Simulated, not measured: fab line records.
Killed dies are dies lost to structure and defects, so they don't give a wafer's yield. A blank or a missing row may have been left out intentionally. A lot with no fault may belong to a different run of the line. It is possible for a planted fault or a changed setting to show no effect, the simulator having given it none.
The same fault as seen by 2 desks / flow sky130 / each desk holds nothing but its own numbers, with what lay behind them at the end

TOOL OWNER'S DESK, implanter-01
SKY_LDD_N_IMPLANT_12, tool's own readings: per-lot mean of the sampled wafers with a number, covering each lot this tool ran. Any lot whose mean is over 4 standard deviations away from the usual mean is out of limits and marked OUT; that distance is given in the brackets.
Columns: A = faraday current uA at SKY_LDD_N_IMPLANT_12, usual 28.2; B = tilt deg at SKY_LDD_N_IMPLANT_12, usual 30.002 degrees
lot=L266; first seen here=day 19 22:44; A=28.6; B=29.997
lot=L269; first seen here=day 20 21:08; A=28.0; B=0.016 (-99 or more) OUT
lot=L273; first seen here=day 22 14:20; A=28.1; B=0.003 (-99 or more) OUT
lot=L279; first seen here=day 24 16:34; A=27.8; B=30.003
lot=L283; first seen here=day 25 18:40; A=28.4; B=29.980
This desk's finding: out of limits on L269, L273; first on L269, day 20 21:08 (tilt deg at SKY_LDD_N_IMPLANT_12). L266, L279, L283 stayed within limits.

METROLOGY DESK
Means of the sampled wafers that have a number, per lot and without regard to the tool the lot ran on: this is what the gauges read. Any lot whose mean is over 4 standard deviations away from the usual mean is out of limits and marked OUT; that distance is given in the brackets.
Columns: A = CONTACT_OVL at SKY_CONTACT_OVL_MEAS_15, usual 4 nm
lot=L261; first seen here=day 31 21:51; A=2
lot=L262; first seen here=day 32 02:23; A=10
lot=L263; first seen here=day 32 06:46; A=6
lot=L266; first seen here=day 33 10:43; A=6
lot=L269; first seen here=day 34 07:19; A=5
lot=L271; first seen here=day 35 06:58; A=11
lot=L273; first seen here=day 35 17:20; A=-1
lot=L275; first seen here=day 36 09:03; A=3
lot=L278; first seen here=day 37 04:29; A=3
lot=L279; first seen here=day 37 16:53; A=5
lot=L280; first seen here=day 37 21:06; A=-4
lot=L281; first seen here=day 37 22:40; A=0
lot=L283; first seen here=day 38 14:55; A=11
This desk found nothing out of limits on any of the 13 lots.

TAKEN TOGETHER
On L269, L273, at day 20 21:08, an alarm was possible from the tool owner's desk.
At the metrology desk, nothing out of limits was observed.
The metrology desk has L269, L273 on record, within its limits.
All the named lots went through SKY_LDD_N_IMPLANT_12 on implanter-01.

WHAT HAD BEEN PUT IN BY THE SIMULATOR
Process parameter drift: implanter-01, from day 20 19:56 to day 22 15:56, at SKY_LDD_N_IMPLANT_12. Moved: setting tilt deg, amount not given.
Shown lots that were struck: L269, L273.
Each desk's first reading out of limits, in hours after the fault started: the tool owner's desk, 1.
